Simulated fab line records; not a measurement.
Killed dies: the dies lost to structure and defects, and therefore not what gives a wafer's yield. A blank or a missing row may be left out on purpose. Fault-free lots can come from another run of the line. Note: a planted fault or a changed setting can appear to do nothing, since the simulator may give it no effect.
Chamber matching ; flow sky130 ; 4 sister chambers for SKY_SPACER_ETCHBACK_02 on rie-diel-02
The step etches Si3N4 in CH3F/O2, stops on SiO2, time 46.7 s, target depth 45 nm. 8 wafers are shown with their chamber, then 7 later ones without.

== WAFERS WITH THEIR CHAMBER ==
wafer;chamber;throttle-valve-pct (%);chamber-pressure-mTorr (mTorr)
L891.6;0;10.557;25.019
L897.6;2;10.557;25.016
L898.1;3;10.542;25.015
L898.3;2;10.562;25.023
L899.3;3;10.555;24.966
L899.6;1;10.563;24.981
L902.3;0;10.562;25.015
L902.4;1;10.563;24.998

== WAFERS WHOSE CHAMBER IS MISSING ==
wafer;throttle-valve-pct (%);chamber-pressure-mTorr (mTorr)
L902.6;10.570;24.983
L905.1;10.556;24.999
L905.2;10.565;25.014
L905.6;10.558;24.992
L907.2;10.552;24.980
L907.3;10.548;24.985
L907.6;10.570;24.991

== CHAMBER TAKEN BY EACH ==
wafer;from the rows above;in truth
L902.6;can't be placed: 1 or 0 or 2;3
L905.1;can't be placed: 0 or 2 or 1 or 3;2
L905.2;can't be placed: 0 or 2 or 1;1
L905.6;can't be placed: 1 or 0 or 2 or 3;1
L907.2;can't be placed: 3 or 1 or 0 or 2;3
L907.3;3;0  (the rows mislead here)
L907.6;can't be placed: 1 or 0 or 2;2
Correctly placed: 0 of 7. These rows do not allow placing 6 (true chamber among the candidates in 5). Number placed wrongly: 1.
How it was worked out, from the rows above alone: a wafer's distance from a chamber is the root of the sum, over the readings, of the square of ((its reading less the chamber's mean) divided by the reading's scatter). The wafer belongs to the nearest chamber; if the next one is less than 2 further off, it can't be placed. A chamber's mean is the mean of its shown wafers. The scatter: take each reading less its chamber's mean, square it, sum over the shown wafers, divide by the number of wafers less the number of chambers, and take the root.
